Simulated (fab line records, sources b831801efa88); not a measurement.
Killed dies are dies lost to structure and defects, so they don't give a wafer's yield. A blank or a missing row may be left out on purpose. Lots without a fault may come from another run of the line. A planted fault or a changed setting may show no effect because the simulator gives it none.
Problem report in the 8D (eight disciplines) form, filled by code | flow sky130 | the parts of the form that need people (team, actions taken, sign-off) are left out

1. THE PROBLEM
cathode_dc_power_W at SKY_METAL1_SPUTTER_03 reads a mean of 3717.7 W on 2 wafers of 2 lots; wafers without a fault read 3000.0 W with a standard deviation of 0.61. That is +99 or more standard deviations from the usual mean.
The step: material Ti, target thk 5 nm, time 3.3 s.
First seen on wafer L468.5, day 34 07:10, on pvd_sputter-04. The record holds 18 wafers of 6 lots with a number at this step. Rule for "out", or "out of limits": more than 4 standard deviations from the usual mean. The other wafers with a number count as sound.

2. WHAT IT IS AND WHAT IT IS NOT
question                    | is                 | is not
which readings at this step | cathode_dc_power_W | throttle_valve_pct
which lots                  | L468, L469         | L460, L461, L479, L482
which wafers of those lots  | L468.5, L469.2     | L468.2, L468.3, L469.1, L469.3
read on which tools         | pvd_sputter-04     | pvd_sputter-02, pvd_sputter-03
when                        | from day 34 07:10  | up to then (8 sound wafers); but 8 sound wafers of L469, L479, L482 came after

3. SUSPECTS, AND WHAT RULES EACH OUT
Counting: a tool at a process step up to the reading stays a suspect if it ran every lot that is out. Sound lots after the first of them don't rule it out here, since some wafers of a struck lot are sound.
- cvd_w-02 at SKY_CONTACT_CVD_24 (deposits W, target thk 340 nm, time 102.12 s): kept. It ran every lot that is out, first L468 (day 34 06:31); its last sound lot up to then is L461 (day 32 00:28).
- cmp-01 at SKY_CONTACT_CMP_27 (polishes, stops on SiO2, t overpolish 15 s, target thk 0 nm): kept. It ran every lot that is out, first L468 (day 34 06:54); its last sound lot up to then is L461 (day 32 00:46).
- pvd_sputter-04 at SKY_METAL1_SPUTTER_01 (material TiN, target thk 20 nm, time 16.7 s): kept. It ran every lot that is out, first L468 (day 34 07:07); its last sound lot up to then is L460 (day 31 23:55).
- pvd_sputter-04 at SKY_METAL1_SPUTTER_03 (material Ti, target thk 5 nm, time 3.3 s): kept. It ran every lot that is out, first L468 (day 34 07:10); its last sound lot up to then is L460 (day 31 23:58). Its own readings are out on those wafers: cathode_dc_power_W.
Left after counting: cvd_w-02 at SKY_CONTACT_CVD_24, cmp-01 at SKY_CONTACT_CMP_27, pvd_sputter-04 at SKY_METAL1_SPUTTER_01, pvd_sputter-04 at SKY_METAL1_SPUTTER_03.

4. THE CAUSE (what the simulator had put in)
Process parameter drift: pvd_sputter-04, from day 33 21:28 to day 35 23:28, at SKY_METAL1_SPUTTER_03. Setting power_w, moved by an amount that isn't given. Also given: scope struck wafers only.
Counting left 4 suspects, and this tool is among them.

5. THE CHAIN OF EFFECTS, in route order
Each row: a reading whose mean over the struck wafers that have a number lies more than 3 standard deviations from the usual. Only readings for which the record gives a usual standard deviation are gone through. hours: the time from each lot's start at the first step in this table that gives one to its start at this step, as a median over the lots. sigmas: the change in usual standard deviations.
hours | step                  | reading            | usual    | on struck wafers | change | sigmas
0     | SKY_METAL1_SPUTTER_03 | cathode_dc_power_W | 3000.0 W | 3717.7           | +717.7 | +99 or more
The process steps in it:
- SKY_METAL1_SPUTTER_03: material Ti, target thk 5 nm, time 3.3 s.

6. WHAT WOULD HAVE CAUGHT IT SOONER
In this record the first reading out of limits was taken at day 34 07:10, 10 hours after the fault began at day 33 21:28.
